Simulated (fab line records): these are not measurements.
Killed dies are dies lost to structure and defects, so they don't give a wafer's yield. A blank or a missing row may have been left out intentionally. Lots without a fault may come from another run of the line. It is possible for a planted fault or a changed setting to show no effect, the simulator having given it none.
Matching of chambers | flow sky130 | pecvd-01 running SKY_PASSIVATION_CVD_00: 3 sister chambers
The step deposits SiO2, target thk 90 nm. 6 wafers are shown with their chamber, then 12 later ones without.

== WAFERS, EACH WITH ITS CHAMBER ==
wafer  | chamber | heaterPowerW (W)
L085.4 | 2       | 622
L084.4 | 0       | 653
L084.5 | 2       | 682
L088.2 | 1       | 546
L088.4 | 0       | 751
L088.5 | 1       | 560

== WAFERS MISSING THEIR CHAMBER ==
wafer  | heaterPowerW (W)
L089.3 | 689
L089.4 | 757
L089.6 | 712
L090.3 | 633
L090.5 | 768
L090.6 | 646
L091.2 | 653
L091.4 | 698
L091.6 | 765
L096.3 | 585
L096.4 | 703
L096.5 | 679

== WHICH CHAMBER EACH WENT THROUGH ==
wafer  | from the rows above          | in truth
L089.3 | can't be placed: 0 or 2      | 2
L089.4 | can't be placed: 0 or 2      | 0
L089.6 | can't be placed: 0 or 2      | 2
L090.3 | can't be placed: 2 or 0 or 1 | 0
L090.5 | can't be placed: 0 or 2      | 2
L090.6 | can't be placed: 2 or 0 or 1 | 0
L091.2 | can't be placed: 2 or 0      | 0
L091.4 | can't be placed: 0 or 2      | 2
L091.6 | can't be placed: 0 or 2      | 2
L096.3 | can't be placed: 1 or 2 or 0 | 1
L096.4 | can't be placed: 0 or 2      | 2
L096.5 | can't be placed: 0 or 2      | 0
Correct placement for 0 of the 12. Can't be placed from these rows: 12 (the true chamber is among the candidates in 12). Wrongly placed: 0.
How it was worked out, from the rows above alone: a wafer's distance from a chamber is the root of the sum, over the readings, of the square of ((its reading less the chamber's mean) divided by the reading's scatter). If the next closest chamber is less than 2 further off than the closest, the wafer can't be placed; otherwise it belongs to the closest. For every chamber, the mean is computed from those of its wafers that are shown. How the scatter is found: for the shown wafers, subtract from each reading the mean of its chamber, square and add these, divide the total by (wafers less chambers), then take the root.
